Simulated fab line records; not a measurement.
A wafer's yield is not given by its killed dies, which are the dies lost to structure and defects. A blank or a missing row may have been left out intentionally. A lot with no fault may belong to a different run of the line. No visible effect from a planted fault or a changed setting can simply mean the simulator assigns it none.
Matching of chambers | flow sfq-line | SFQ_TRILAYER_I5_BARC_OPEN_VIA_ETCH_200 on rie-diel-03: 4 sister chambers
The step etches BARC in O2, target depth 125 nm, time 41.7 s. 4 wafers are shown with their chamber, then 6 later ones without.

## WAFERS PAIRED WITH THEIR CHAMBERS
wafer  | chamber | drypump-motor-current-A (A)
L139.3 | 1       | 5.0
L139.4 | 2       | 5.7
L142.5 | 0       | 6.6
L142.6 | 3       | 4.7

## WAFERS WITHOUT THEIR CHAMBER
wafer  | drypump-motor-current-A (A)
L143.3 | 5.0
L143.4 | 5.0
L143.5 | 4.7
L149.1 | 6.5
L149.3 | 5.0
L149.4 | 6.5

## CHAMBER TAKEN BY EACH
wafer  | from the rows above | in truth
L143.3 | 1                   | 1
L143.4 | 1                   | 1
L143.5 | 3                   | 3
L149.1 | 0                   | 0
L149.3 | 1                   | 1
L149.4 | 0                   | 0
Correctly placed: 6 of 6. Not placeable from these rows: 0. Number placed wrongly: 0.
How it was worked out, from the rows above alone: a wafer's distance from a chamber is the root of the sum, over the readings, of the square of ((its reading less the chamber's mean) divided by the reading's scatter). If the next closest chamber is less than 2 further off than the closest, the wafer can't be placed; otherwise it belongs to the closest. A chamber's mean is the mean of its shown wafers. The scatter (one wafer shown for each chamber): square how far every hidden wafer sits from the nearest shown wafer, average those squares and take the square root.
